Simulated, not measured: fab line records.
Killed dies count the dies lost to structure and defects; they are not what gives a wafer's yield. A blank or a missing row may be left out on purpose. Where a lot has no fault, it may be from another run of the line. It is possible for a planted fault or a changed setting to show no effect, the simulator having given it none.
Which of the tools did it? -- flow sfq line -- 14 lots (42 wafers sampled), 1 step of a 325-step route

## WHAT EACH GAUGE READ, for each wafer
Not one reading of a measure or inspect step in the record can be checked against a usual standard deviation.

## TOOL THAT RAN EACH LOT (tool first, then ch and the chambers of the sampled wafers, then the start)
lot,SFQ_TRILAYER_I0_VIA_LITHO_PEB_034
L127,"litho track-03 ch 0, day 16 04:10"
L129,"litho track-02 ch 0, day 16 20:58"
L131,"litho track-02 ch 0, day 18 01:44"
L132,"litho track-02 ch 0, day 18 06:37"
L133,"litho track-02 ch 0, day 19 01:49"
L139,"litho track-01 ch 0, day 20 18:57"
L141,"litho track-03 ch 0, day 21 01:02"
L142,"litho track-01 ch 0, day 22 17:29"
L144,"litho track-01 ch 0, day 23 12:43"
L145,"litho track-01 ch 0, day 24 01:58"
L146,"litho track-03 ch 0, day 24 13:53"
L147,"litho track-01 ch 0, day 24 22:17"
L148,"litho track-02 ch 0, day 25 17:07"
L150,"litho track-03 ch 0, day 26 22:30"
- SFQ_TRILAYER_I0_VIA_LITHO_PEB_034: peb time 60 s.

## WHAT THE TOOLS THEMSELVES READ (means of the sampled wafers that have a number; where no wafer has one, the mark that the record gives instead)
SFQ_TRILAYER_I0_VIA_LITHO_PEB_034. Usual: exhaust pa 44.9 Pa, standard deviation 0.99; heater power total W 79.15 W, standard deviation 0.067; plate temp C 115.02 C, standard deviation 0.15.
lot,tool,exhaust pa (Pa),heater power total W (W),plate temp C (C),flag
L127,litho track-03,44.7,79.17,115.01,
L129,litho track-02,44.3,79.18,115.05,
L131,litho track-02,45.9,79.17,115.13,
L132,litho track-02,45.3,71.80,106.92,OFF
L133,litho track-02,45.4,71.79,106.95,OFF
L139,litho track-01,44.6,79.13,114.95,
L141,litho track-03,43.9,79.15,114.86,
L142,litho track-01,45.0,79.20,114.87,
L144,litho track-01,44.4,79.22,114.86,
L145,litho track-01,45.7,79.13,114.95,
L146,litho track-03,44.4,79.13,114.87,
L147,litho track-01,45.3,79.12,115.01,
L148,litho track-02,44.5,79.16,114.95,
L150,litho track-03,44.1,79.17,115.26,

## THE ANSWER, worked out from the rows above alone
Rule: lot off if the mean of its wafers having a number is beyond 3 standard deviations from the usual mean. Also off: a lot with no number at a reading for which 4 or more lots have one. Any other lot the step has rows for is counted as sound. After the gauges, taken in route order, come the tools' own readings; for these a lot's mean is taken, as printed above. The first step at which some lot is off is used, and at that step the reading that is off furthest; a lot without a number counts as furthest.
Off, at SFQ_TRILAYER_I0_VIA_LITHO_PEB_034 on heater power total W: L132, L133.
If a tool, at that step or one of the process steps before it, ran each lot that is off and ran no sound lot following the first of them, it fits. No candidate that was tried fits.

## WHAT THE SIMULATOR HAD INSERTED
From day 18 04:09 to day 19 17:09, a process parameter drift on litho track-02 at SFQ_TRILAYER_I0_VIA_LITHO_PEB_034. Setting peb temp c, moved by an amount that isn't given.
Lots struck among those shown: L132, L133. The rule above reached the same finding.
